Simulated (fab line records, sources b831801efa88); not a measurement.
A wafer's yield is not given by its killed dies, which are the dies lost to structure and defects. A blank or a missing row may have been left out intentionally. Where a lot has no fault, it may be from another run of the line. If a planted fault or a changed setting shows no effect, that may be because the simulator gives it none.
fab line records	flow gf180mcu
[record] lots = 24	wafers = 72	lastDay = 34
route steps=602 shown V2@408 V3@450 V4@479 V5@554 TOP_METAL@581
lots untouched by any fault: they come from a run of this same line in which no faults occurred
startH: the number of hours between the record's first day and the start of the first shown wafer of the lot	waitH: hours from the lot's prior step to this one	" unchanged from the row above	L1.1+2: a single row standing in for several wafers	- value missing, or start not given	* or withheld: withheld	< > ~ a bound
route shown NAME@n: NAME is a module with steps in the file, n the number in the route of the first one	usual: mean/standard deviation of fault-free wafers	same: alike in all rows	chamber/n: place in a boat	sites: the reading at each site	_std_site: standard deviation of those values	_edge_site: outer sites' mean less inner sites'	radiusMm: for every site, how far away it sits from the centre of the wafer	mask NAME#n: copy n	behind: tool/chamber where the wafer was last shaped	hold: cause of the lot's hold/its duration in hours/its outcome	device: transistor that didn't switch, given as n, p or np	end of line: the tests these same wafers got at the end of their route	step lacking rows: just its recipe	killed: dies lost to structure and defects at the first sort, not the wafer's yield	map: shows each die of a wafer: x if killed, . if not, _ if none is there
set.NAME: the setting the step ran with; set.NAME@STEP: the setting that earlier step ran with	model.NAME: the simulator's own value behind a step, which no gauge read
one table for each step of the route and one row for each wafer, over a sample of lots
services: the hour from which a tool's chamber was out of use, counted from the record's first day as startH (under 0 if before that day), plus the number of hours and why
[[steps]]
[step GF_V2_CMP_26]
[recipe] stopOn = SiO2	downForcePsi = 3.5	platenRpm = 60	tOverpolishS = 15	targetThkNm = 0	padVelocityMS = 0.94248
[usual] motorCurrentA = 11.0/1.1	overpolishRunS = 15.000/0.0095	timeToEndpointS = 84.8/2.9
lot.wafer	tool	chamber	startH	waitH	motorCurrentA	overpolishRunS	timeToEndpointS
L074.1	cmp-02	3	466.81	0.1	9.4	15.001	88.2
L074.4	"	0	"	"	10.7	15.008	79.6
L074.5	"	2	"	"	10.4	14.999	84.6
L075.3	cmp-02	1	474.47	0.0	12.3	14.986	86.0
L075.2	"	3	"	"	9.1	15.018	82.1
L075.1	"	0	"	"	10.3	14.995	85.9
L076.3	cmp-01	2	492.40	0.0	11.0	15.007	84.5
L076.1	"	0	"	"	12.2	14.997	81.6
L076.5	"	3	"	"	11.7	15.007	88.0
L077.3	cmp-01	3	499.79	0.0	12.8	15.014	84.2
L077.2	"	2	"	"	11.3	15.007	84.4
L077.5	"	3	"	"	12.0	15.000	83.8
L078.3	cmp-01	0	504.64	0.0	12.0	15.006	81.2
L078.1	"	1	"	"	10.3	14.999	84.1
L078.5	"	0	"	"	12.7	15.008	81.2
L079.1	cmp-02	1	511.84	0.1	12.1	15.003	86.5
L079.2	"	3	"	"	9.2	14.989	85.8
L079.3	"	0	"	"	10.4	15.005	86.9
L080.2	cmp-01	1	527.09	0.0	10.0	15.002	88.2
L080.1	"	2	"	"	11.7	15.006	87.5
L080.5	"	2	"	"	11.2	14.994	86.5
L081.3	cmp-02	2	529.91	0.0	10.3	15.005	83.5
L081.1	"	1	"	"	12.1	14.991	82.0
L081.5	"	3	"	"	9.5	14.989	82.6
L082.3	cmp-01	0	544.67	0.1	12.4	15.004	80.7
L082.4	"	1	"	"	9.7	15.001	85.7
L082.5	"	3	"	"	12.1	14.983	83.4
L083.3	cmp-02	1	549.67	0.1	11.2	15.005	81.9
L083.4	"	2	"	"	10.4	15.005	85.7
L083.6	"	0	"	"	10.1	15.009	81.2
L084.4	cmp-01	2	557.44	0.0	11.1	14.993	88.0
L084.1	"	1	"	"	9.4	14.979	88.0
L084.5	"	2	"	"	11.4	15.012	89.2
L085.2	cmp-02	3	570.71	3.6	9.3	14.997	83.3
L085.6	"	3	"	"	9.6	15.006	85.6
L085.5	"	0	"	"	10.6	15.009	83.7
L086.1	cmp-01	2	575.80	0.1	10.9	15.000	87.5
L086.3	"	0	"	"	12.2	15.002	83.6
L086.6	"	3	"	"	11.7	15.001	87.9
L087.1	cmp-02	0	582.45	0.2	10.5	14.991	81.8
L087.6	"	1	"	"	11.4	14.984	86.5
L087.5	"	2	"	"	10.1	15.004	89.9
L088.4	cmp-02	0	594.63	0.1	10.4	14.981	85.9
L088.2	"	1	"	"	11.3	15.005	82.3
L088.1	"	2	"	"	10.7	14.997	87.0
L089.1	cmp-02	2	594.88	0.1	10.5	14.991	91.2
L089.2	"	3	"	"	9.5	15.004	90.5
L089.3	"	0	"	"	9.8	15.001	88.3
L090.4	cmp-02	0	602.20	0.1	10.4	14.999	83.0
L090.1	"	1	"	"	11.9	14.990	82.8
L090.6	"	3	"	"	9.0	14.987	86.2
L091.2	cmp-02	2	610.04	0.0	10.5	15.007	81.5
L091.3	"	1	"	"	11.9	14.995	82.3
L091.6	"	3	"	"	9.6	15.001	82.6
L092.1	cmp-01	1	616.85	0.1	10.1	15.001	80.7
L092.3	"	3	"	"	12.4	15.006	86.9
L092.6	"	2	"	"	11.7	15.006	85.9
L093.2	cmp-01	0	625.96	0.0	12.8	15.002	79.2
L093.1	"	3	"	"	12.0	15.017	84.4
L093.5	"	0	"	"	12.6	14.998	81.8
L094.3	cmp-01	3	632.82	0.0	11.7	14.994	83.3
L094.2	"	1	"	"	10.2	15.013	82.4
L094.4	"	2	"	"	10.7	14.988	83.6
L095.1	cmp-02	3	643.55	0.1	9.6	15.013	91.3
L095.6	"	1	"	"	12.5	14.996	85.8
L095.5	"	2	"	"	10.6	15.001	90.3
L096.3	cmp-01	3	644.44	0.2	12.0	14.989	83.8
L096.6	"	0	"	"	13.1	15.000	78.2
L096.5	"	1	"	"	10.2	15.005	84.4
L097.4	cmp-02	1	649.23	0.0	11.4	14.994	85.2
L097.2	"	0	"	"	10.4	14.999	87.4
L097.5	"	1	"	"	11.6	14.991	82.0
[step GF_V3_SPUTTER_21]
[recipe] material = Ti	targetThkNm = 15	chamberPressurePa = 5	powerW = 2500	substrateTempC = 200	timeS = 80.02
[usual] throttleValvePct = 30.5/1
lot.wafer	tool	chamber	startH	waitH	throttleValvePct
L074.1	pvdSputter-04	-	517.90	0.0	29.9
L074.4	"	-	"	"	30.9
L074.5	"	-	"	"	30.1
L075.1	pvdSputter-03	-	524.20	0.0	30.8
L075.2	"	-	"	"	28.5
L075.3	"	-	"	"	30.5
L076.1	pvdSputter-04	-	541.94	0.0	31.1
L076.3	"	-	"	"	29.7
L076.5	"	-	"	"	30.7
L077.2	pvdSputter-04	-	547.93	0.0	31.0
L077.3	"	-	"	"	29.9
L077.5	"	-	"	"	29.8
L078.1	pvdSputter-03	-	553.80	0.0	32.1
L078.3	"	-	"	"	31.0
L078.5	"	-	"	"	28.8
L079.1	pvdSputter-02	-	559.70	0.0	29.8
L079.2	"	-	"	"	29.9
L079.3	"	-	"	"	31.3
L080.1	pvdSputter-03	-	574.30	0.0	30.8
L080.2	"	-	"	"	28.5
L080.5	"	-	"	"	31.0
L081.1	pvdSputter-04	-	577.85	0.0	30.8
L081.3	"	-	"	"	31.2
L081.5	"	-	"	"	29.8
L082.3	pvdSputter-03	-	593.41	0.0	28.8
L082.4	"	-	"	"	30.9
L082.5	"	-	"	"	31.1
L083.3	pvdSputter-04	-	596.54	0.0	31.1
L083.4	"	-	"	"	31.1
L083.6	"	-	"	"	29.7
L084.1	pvdSputter-03	-	603.03	0.0	30.9
L084.4	"	-	"	"	28.5
L084.5	"	-	"	"	32.1
L085.2	pvdSputter-04	-	614.73	0.0	30.9
L085.5	"	-	"	"	29.8
L085.6	"	-	"	"	31.0
L086.1	pvdSputter-04	-	620.85	0.0	30.9
L086.3	"	-	"	"	30.0
L086.6	"	-	"	"	29.9
L087.1	pvdSputter-02	-	626.83	0.0	31.1
L087.5	"	-	"	"	29.9
L087.6	"	-	"	"	31.5
L088.1	pvdSputter-02	-	638.23	0.0	31.5
L088.2	"	-	"	"	31.2
L088.4	"	-	"	"	29.7
L089.1	pvdSputter-04	-	638.74	0.0	30.9
L089.2	"	-	"	"	29.6
L089.3	"	-	"	"	29.7
L090.1	pvdSputter-03	-	645.95	0.0	32.3
L090.4	"	-	"	"	31.5
L090.6	"	-	"	"	28.4
L091.2	pvdSputter-04	-	652.95	0.0	31.2
L091.3	"	-	"	"	29.5
L091.6	"	-	"	"	30.1
L092.1	pvdSputter-03	-	659.95	0.0	28.3
L092.3	"	-	"	"	30.9
L092.6	"	-	"	"	32.1
L093.1	pvdSputter-02	-	668.54	0.0	29.6
L093.2	"	-	"	"	30.9
L093.5	"	-	"	"	30.3
L094.2	pvdSputter-03	-	674.67	0.0	30.6
L094.3	"	-	"	"	32.1
L094.4	"	-	"	"	28.5
L095.1	pvdSputter-04	-	684.93	0.0	31.3
L095.5	"	-	"	"	30.9
L095.6	"	-	"	"	30.2
L096.3	pvdSputter-03	-	685.93	0.0	31.8
L096.5	"	-	"	"	31.8
L096.6	"	-	"	"	28.5
L097.2	pvdSputter-03	-	690.50	0.0	28.6
L097.4	"	-	"	"	30.9
L097.5	"	-	"	"	31.2
[step GF_V4_THK_MEAS_03]
[recipe] reads = SiO2_of_V4_CVD_02
[usual] V4_CVD_02_THK = 849/12
lot.wafer	tool	chamber	startH	waitH	V4_CVD_02_THK[nm]
L074.1	filmMetro-02	-	542.59	0.1	846
L074.4	"	-	"	"	844
L074.5	"	-	"	"	831
L075.1	filmMetro-02	-	548.45	0.0	842
L075.2	"	-	"	"	855
L075.3	"	-	"	"	844
L076.1	filmMetro-04	-	565.90	0.0	834
L076.3	"	-	"	"	830
L076.5	"	-	"	"	842
L077.2	filmMetro-03	-	572.28	0.0	843
L077.3	"	-	"	"	848
L077.5	"	-	"	"	844
L078.1	filmMetro-03	-	577.55	0.0	840
L078.3	"	-	"	"	839
L078.5	"	-	"	"	850
L079.1	filmMetro-03	-	583.21	0.0	842
L079.2	"	-	"	"	854
L079.3	"	-	"	"	844
L080.1	filmMetro-03	-	597.86	0.0	815
L080.2	"	-	"	"	837
L080.5	"	-	"	"	842
L081.1	filmMetro-02	-	601.09	0.0	863
L081.3	"	-	"	"	857
L081.5	"	-	"	"	857
L082.3	filmMetro-02	-	615.22	0.1	863
L082.4	"	-	"	"	863
L082.5	"	-	"	"	870
L083.3	filmMetro-03	-	619.61	0.1	850
L083.4	"	-	"	"	848
L083.6	"	-	"	"	845
L084.1	filmMetro-04	-	625.55	0.0	856
L084.4	"	-	"	"	863
L084.5	"	-	"	"	871
L085.2	filmMetro-02	-	636.65	0.0	852
L085.5	"	-	"	"	869
L085.6	"	-	"	"	857
L086.1	filmMetro-02	-	643.12	0.0	855
L086.3	"	-	"	"	846
L086.6	"	-	"	"	863
L087.1	filmMetro-02	-	648.87	0.0	837
L087.5	"	-	"	"	856
L087.6	"	-	"	"	844
L088.1	filmMetro-03	-	660.55	0.0	835
L088.2	"	-	"	"	830
L088.4	"	-	"	"	847
L089.1	filmMetro-04	-	660.77	0.0	851
L089.2	"	-	"	"	842
L089.3	"	-	"	"	832
L090.1	filmMetro-02	-	667.35	0.0	838
L090.4	"	-	"	"	846
L090.6	"	-	"	"	837
L091.2	filmMetro-04	-	673.91	0.0	828
L091.3	"	-	"	"	828
L091.6	"	-	"	"	840
L092.1	filmMetro-04	-	681.10	0.0	855
L092.3	"	-	"	"	847
L092.6	"	-	"	"	873
L093.1	filmMetro-03	-	689.44	0.0	834
L093.2	"	-	"	"	853
L093.5	"	-	"	"	863
L094.2	filmMetro-02	-	695.61	0.0	860
L094.3	"	-	"	"	846
L094.4	"	-	"	"	858
L095.1	filmMetro-03	-	706.11	0.0	836
L095.5	"	-	"	"	848
L095.6	"	-	"	"	862
L096.3	filmMetro-02	-	706.77	0.1	836
L096.5	"	-	"	"	856
L096.6	"	-	"	"	846
L097.2	filmMetro-04	-	711.44	0.1	844
L097.4	"	-	"	"	852
L097.5	"	-	"	"	866
[step GF_V5_CD_MEAS_14]
[recipe] targetCdNm = 260
[usual] cdNm = 260.1/0.94
lot.wafer	tool	chamber	startH	waitH	cdNm
L074.1	cdSem-01	-	632.10	0.1	260.6
L074.4	"	-	"	"	259.2
L074.5	"	-	"	"	259.7
L075.1	cdSem-02	-	637.13	0.1	260.4
L075.2	"	-	"	"	260.0
L075.3	"	-	"	"	260.5
L076.1	cdSem-02	-	655.93	0.1	260.7
L076.3	"	-	"	"	259.2
L076.5	"	-	"	"	260.1
L077.2	cdSem-02	-	658.45	0.1	259.8
L077.3	"	-	"	"	260.6
L077.5	"	-	"	"	261.2
L078.1	cdSem-02	-	663.83	0.1	261.0
L078.3	"	-	"	"	260.3
L078.5	"	-	"	"	260.9
L079.1	cdSem-01	-	668.53	0.1	261.9
L079.2	"	-	"	"	260.3
L079.3	"	-	"	"	260.0
L080.1	cdSem-02	-	682.53	0.1	260.2
L080.2	"	-	"	"	258.9
L080.5	"	-	"	"	259.2
L081.1	cdSem-01	-	685.73	0.1	259.9
L081.3	"	-	"	"	260.3
L081.5	"	-	"	"	259.4
L082.3	cdSem-02	-	696.82	0.1	260.1
L082.4	"	-	"	"	258.8
L082.5	"	-	"	"	260.2
L083.3	cdSem-01	-	702.27	0.1	262.4
L083.4	"	-	"	"	261.7
L083.6	"	-	"	"	262.4
L084.1	cdSem-01	-	707.80	0.1	259.4
L084.4	"	-	"	"	258.6
L084.5	"	-	"	"	259.6
L085.2	cdSem-01	-	716.15	0.1	260.4
L085.5	"	-	"	"	260.4
L085.6	"	-	"	"	260.4
L086.1	cdSem-01	-	722.55	0.1	261.2
L086.3	"	-	"	"	257.9
L086.6	"	-	"	"	259.2
L087.1	cdSem-02	-	729.03	0.1	260.7
L087.5	"	-	"	"	259.8
L087.6	"	-	"	"	261.4
L088.1	cdSem-02	-	737.30	0.1	260.8
L088.2	"	-	"	"	260.5
L088.4	"	-	"	"	262.0
L089.1	cdSem-02	-	738.03	0.1	259.4
L089.2	"	-	"	"	260.5
L089.3	"	-	"	"	259.6
L090.1	cdSem-02	-	744.75	0.1	260.2
L090.4	"	-	"	"	259.6
L090.6	"	-	"	"	258.8
L091.2	cdSem-01	-	750.32	0.1	260.6
L091.3	"	-	"	"	258.9
L091.6	"	-	"	"	259.4
L092.1	cdSem-02	-	755.33	0.1	259.3
L092.3	"	-	"	"	259.5
L092.6	"	-	"	"	258.4
L094.2	cdSem-02	-	769.60	0.1	260.6
L094.3	"	-	"	"	261.1
L094.4	"	-	"	"	261.2
L093.1	cdSem-02	-	770.28	0.1	259.9
L093.2	"	-	"	"	258.2
L093.5	"	-	"	"	259.7
L095.1	cdSem-01	-	778.18	0.1	258.7
L095.5	"	-	"	"	259.7
L095.6	"	-	"	"	259.8
L096.3	cdSem-01	-	778.94	0.1	259.5
L096.5	"	-	"	"	259.9
L096.6	"	-	"	"	259.2
L097.2	cdSem-01	-	783.30	0.1	259.5
L097.4	"	-	"	"	259.7
L097.5	"	-	"	"	259.8
[step GF_TOP_METAL_CD_MEAS_14]
[recipe] targetCdNm = 440
[usual] cdNm = 438.8/2
lot.wafer	tool	chamber	startH	waitH	cdNm
L074.1	cdSem-02	-	653.78	0.1	438.4
L074.4	"	-	"	"	438.2
L074.5	"	-	"	"	438.5
L075.1	cdSem-02	-	658.84	0.1	438.3
L075.2	"	-	"	"	437.2
L075.3	"	-	"	"	436.5
L076.1	cdSem-02	-	676.68	0.1	442.3
L076.3	"	-	"	"	442.6
L076.5	"	-	"	"	441.9
L077.2	cdSem-02	-	679.15	0.1	440.1
L077.3	"	-	"	"	438.9
L077.5	"	-	"	"	439.8
L078.1	cdSem-01	-	685.30	0.1	436.7
L078.3	"	-	"	"	437.2
L078.5	"	-	"	"	437.2
L079.1	cdSem-02	-	689.25	0.1	441.1
L079.2	"	-	"	"	440.7
L079.3	"	-	"	"	439.4
L080.1	cdSem-01	-	703.34	0.1	436.6
L080.2	"	-	"	"	436.5
L080.5	"	-	"	"	437.5
L081.1	cdSem-02	-	705.84	0.1	438.7
L081.3	"	-	"	"	438.7
L081.5	"	-	"	"	439.6
L082.3	cdSem-02	-	716.52	0.1	438.7
L082.4	"	-	"	"	440.3
L082.5	"	-	"	"	440.5
L083.3	cdSem-01	-	721.94	0.1	439.2
L083.4	"	-	"	"	439.0
L083.6	"	-	"	"	439.0
L084.1	cdSem-02	-	727.40	0.2	438.5
L084.4	"	-	"	"	438.8
L084.5	"	-	"	"	439.4
L085.2	cdSem-01	-	734.95	0.1	438.0
L085.5	"	-	"	"	439.0
L085.6	"	-	"	"	438.3
L086.1	cdSem-01	-	741.48	0.1	432.4
L086.3	"	-	"	"	435.1
L086.6	"	-	"	"	434.9
L087.1	cdSem-01	-	747.73	0.1	442.5
L087.5	"	-	"	"	441.3
L087.6	"	-	"	"	440.4
L088.1	cdSem-02	-	754.98	0.1	437.6
L088.2	"	-	"	"	441.4
L088.4	"	-	"	"	441.0
L089.1	cdSem-02	-	756.38	0.1	441.5
L089.2	"	-	"	"	438.4
L089.3	"	-	"	"	440.8
L090.1	cdSem-01	-	762.95	0.1	440.0
L090.4	"	-	"	"	438.1
L090.6	"	-	"	"	438.5
L091.2	cdSem-01	-	768.55	0.1	437.0
L091.3	"	-	"	"	436.5
L091.6	"	-	"	"	437.1
L092.1	cdSem-01	-	773.48	0.1	435.8
L092.3	"	-	"	"	436.3
L092.6	"	-	"	"	436.9
L094.2	cdSem-01	-	787.25	0.1	437.9
L094.3	"	-	"	"	440.4
L094.4	"	-	"	"	438.7
L093.1	cdSem-01	-	787.60	0.1	443.4
L093.2	"	-	"	"	439.5
L093.5	"	-	"	"	442.6
L095.1	cdSem-01	-	795.83	0.1	436.3
L095.5	"	-	"	"	437.8
L095.6	"	-	"	"	439.4
L096.3	cdSem-02	-	796.12	0.1	436.9
L096.5	"	-	"	"	437.4
L096.6	"	-	"	"	438.9
L097.2	cdSem-01	-	800.22	0.1	438.3
L097.4	"	-	"	"	439.4
L097.5	"	-	"	"	437.2
[step GF_TOP_METAL_METAL_ETCH_16]
[recipe] chemistry = Cl2/BCl3	maskMaterial = NOVOLAK	targetDepthNm = 1197	stopOn = SiO2	pressureMtorr = 8	icpW = 800	biasW = 140	Cl2_flow_sccm = 80	bcl3FlowSccm = 40	timeS = 199.5
[usual] biasW = 140.0/0.38	drypumpMotorCurrentA = 5.96/0.28	oesProductAu = 0.989/0.0091	throttleValvePct = 28.230/0.013
lot.wafer	tool	chamber	startH	waitH	biasW	drypumpMotorCurrentA	oesProductAu	rfHoursCounterH	throttleValvePct
L074.1	rieMetal-01	1	653.93	0.0	140.1	5.48	0.995	9	28.222
L074.4	"	1	"	"	140.0	5.49	0.985	-	28.237
L074.5	"	1	"	"	140.1	5.45	0.982	-	28.229
L075.1	rieMetal-03	1	658.99	0.0	139.9	5.89	0.994	6	28.236
L075.2	"	0	"	"	140.1	6.12	0.993	10	28.220
L075.3	"	1	"	"	140.2	5.89	1.000	-	28.226
L076.1	rieMetal-03	0	676.83	0.0	140.5	6.13	0.990	11	28.225
L076.3	"	0	"	"	139.5	6.13	0.984	-	28.215
L076.5	"	0	"	"	140.1	6.15	0.990	-	28.221
L077.2	rieMetal-01	0	679.28	0.0	139.7	6.11	0.985	7	28.250
L077.3	"	1	"	"	139.7	5.47	0.993	-	28.235
L077.5	"	1	"	"	138.8	5.46	0.986	-	28.234
L078.1	rieMetal-03	1	685.45	0.0	140.3	5.82	0.992	7	28.227
L078.3	"	1	"	"	140.1	5.87	0.996	-	28.216
L078.5	"	1	"	"	140.4	5.89	0.992	-	28.227
L079.1	rieMetal-01	0	689.41	0.0	139.3	6.06	0.982	8	28.243
L079.2	"	1	"	"	140.1	5.49	0.978	10	28.231
L079.3	"	0	"	"	139.7	6.09	0.998	-	28.237
L080.1	rieMetal-01	0	703.49	0.0	140.1	6.09	0.983	9	28.241
L080.2	"	1	"	"	139.6	5.45	0.979	11	28.232
L080.5	"	1	"	"	139.6	5.46	0.975	-	28.222
L081.1	rieMetal-04	0	705.99	0.0	140.5	6.40	0.971	1	28.248
L081.3	"	1	"	"	139.7	5.67	0.989	-	28.228
L081.5	"	1	"	"	139.8	5.68	0.990	-	28.234
L082.3	rieMetal-04	0	716.70	0.1	139.7	6.45	0.968	-	28.251
L082.4	"	1	"	"	140.4	5.70	0.994	-	28.230
L082.5	"	0	"	"	139.8	6.46	0.972	-	28.238
L083.3	rieMetal-03	0	722.12	0.1	140.5	6.18	0.998	-	28.222
L083.4	"	1	"	"	140.1	5.85	0.996	-	28.226
L083.6	"	1	"	"	140.5	5.80	0.994	-	28.223
L084.1	rieMetal-01	1	727.55	0.0	140.1	5.48	0.989	12	28.234
L084.4	"	1	"	"	139.8	5.48	0.986	-	28.249
L084.5	"	1	"	"	140.0	5.45	1.002	-	28.242
L085.2	rieMetal-03	1	735.08	0.0	139.8	5.85	0.985	9	28.229
L085.5	"	1	"	"	140.5	5.84	0.993	-	28.249
L085.6	"	0	"	"	139.6	6.10	0.994	-	28.201
L086.1	rieMetal-03	1	741.63	0.0	139.7	5.85	0.991	9	28.240
L086.3	"	0	"	"	140.0	6.15	0.989	-	28.234
L086.6	"	1	"	"	140.0	5.88	0.990	-	28.220
L087.1	rieMetal-03	1	747.89	0.0	139.6	5.89	0.998	10	28.231
L087.5	"	1	"	"	139.3	5.86	0.999	-	28.215
L087.6	"	0	"	"	139.1	6.14	0.994	-	28.208
L088.1	rieMetal-03	0	755.13	0.0	139.6	6.14	1.000	15	28.227
L088.2	"	1	"	"	140.3	5.84	0.993	10	28.215
L088.4	"	1	"	"	139.9	5.87	0.997	-	28.222
L089.1	rieMetal-04	0	756.53	0.0	140.6	6.42	0.970	4	28.249
L089.2	"	1	"	"	140.1	5.78	0.997	10	28.211
L089.3	"	0	"	"	140.2	6.43	0.977	-	28.246
L090.1	rieMetal-04	0	763.10	0.0	140.2	6.46	0.968	4	28.242
L090.4	"	1	"	"	139.6	5.70	0.993	-	28.223
L090.6	"	1	"	"	140.3	5.73	0.980	-	28.237
L091.2	rieMetal-03	0	768.68	0.0	140.4	6.17	0.996	16	28.212
L091.3	"	1	"	"	140.0	5.88	0.993	-	28.232
L091.6	"	1	"	"	140.1	5.92	0.995	-	28.242
L092.1	rieMetal-04	1	773.63	0.0	139.9	5.68	0.990	11	28.244
L092.3	"	0	"	"	140.3	6.39	0.985	-	28.251
L092.6	"	0	"	"	139.9	6.40	0.978	-	28.256
L094.2	rieMetal-01	1	787.38	0.0	140.1	5.47	0.996	16	28.234
L094.3	"	1	"	"	140.5	5.50	0.986	-	28.224
L094.4	"	0	"	"	139.7	6.09	0.993	-	28.224
L093.1	rieMetal-04	1	787.75	0.0	140.2	5.71	0.986	12	28.226
L093.2	"	0	"	"	139.4	6.41	0.965	6	28.240
L093.5	"	1	"	"	139.9	5.67	0.987	-	28.238
L095.1	rieMetal-03	0	795.98	0.0	140.3	6.19	0.994	17	28.227
L095.5	"	1	"	"	140.0	5.90	0.993	-	28.233
L095.6	"	0	"	"	140.4	6.11	0.995	-	28.219
L096.3	rieMetal-04	0	796.30	0.1	139.3	6.38	0.986	-	28.243
L096.5	"	1	"	"	140.2	5.73	0.977	-	28.223
L096.6	"	0	"	"	140.2	6.41	0.975	-	28.238
L097.2	rieMetal-03	1	800.35	0.0	139.9	5.90	1.004	13	28.239
L097.4	"	0	"	"	139.7	6.09	0.993	-	28.216
L097.5	"	1	"	"	140.2	5.87	1.000	-	28.212
[[services]]
tool	chamber	startH	hours	kind
cmp-01	-	471.22	8.5	pm
cmp-02	-	485.80	0.7	repair
cmp-02	-	502.87	0.2	repair
cmp-01	-	517.65	3.3	pm
rieMetal-03	0	522.38	1.5	repair
cmp-01	-	529.60	3.6	repair
rieMetal-03	0	534.56	4.1	repair
cmp-01	-	545.04	1.6	repair
pvdSputter-03	-	548.91	1.0	repair
pvdSputter-04	-	554.22	10.8	repair
cmp-02	-	572.05	4.0	pm
pvdSputter-03	-	576.12	0.5	repair
rieMetal-04	-	584.91	1.2	repair
rieMetal-03	0	597.23	1.6	repair
rieMetal-04	1	618.39	17.3	repair
cmp-01	-	652.78	1.7	repair
cmp-01	-	666.50	0.3	repair
pvdSputter-04	-	710.56	6.9	repair
rieMetal-04	-	723.17	0.3	repair
cmp-02	-	742.36	3.8	pm
cmp-01	-	749.41	4.0	pm
pvdSputter-03	-	766.07	4.1	repair
pvdSputter-03	-	787.37	2.0	repair
cmp-02	-	797.96	5.7	repair
[[key]]
fault none
